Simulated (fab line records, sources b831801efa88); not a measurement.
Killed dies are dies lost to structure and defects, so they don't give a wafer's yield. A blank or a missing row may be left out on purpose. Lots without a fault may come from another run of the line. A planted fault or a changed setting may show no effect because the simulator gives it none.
Chamber matching | flow sky130 | SKY_METAL4_ETCH_17 on rie_diel-03: 4 sister chambers
The step etches SiO2 in C4F8/O2/Ar, stops on TiN, time 3.9 s, target depth 15 nm. 4 wafers are shown with their chamber, then 7 later ones without.

WAFERS WITH THEIR CHAMBER
wafer  | chamber | chamber_pressure_mTorr (mTorr)
L302.2 | 2       | 39.97
L302.4 | 0       | 39.94
L303.2 | 3       | 40.01
L303.3 | 1       | 40.04

WAFERS WITHOUT THEIR CHAMBER
wafer  | chamber_pressure_mTorr (mTorr)
L303.5 | 39.97
L307.1 | 39.98
L307.3 | 40.01
L307.6 | 39.98
L309.4 | 40.03
L309.5 | 39.99
L309.6 | 40.04

WHICH CHAMBER EACH WENT THROUGH
wafer  | from the rows above     | in truth
L303.5 | 2                       | 2
L307.1 | 2                       | 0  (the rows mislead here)
L307.3 | 3                       | 3
L307.6 | 2                       | 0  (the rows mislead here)
L309.4 | can't be placed: 1 or 3 | 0
L309.5 | can't be placed: 3 or 2 | 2
L309.6 | 1                       | 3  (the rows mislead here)
Placed correctly: 2 of 7. Can't be placed from these rows: 2 (the true chamber is among the candidates in 1). Placed wrongly: 3.
How it was worked out, from the rows above alone: a wafer's distance from a chamber is the root of the sum, over the readings, of the square of ((its reading less the chamber's mean) divided by the reading's scatter). The wafer belongs to the nearest chamber; if the next one is less than 2 further off, it can't be placed. A chamber's mean is the mean of its shown wafers. The scatter: with one shown wafer a chamber, the root of the mean of the squares of how far each hidden wafer lies from its nearest shown one.
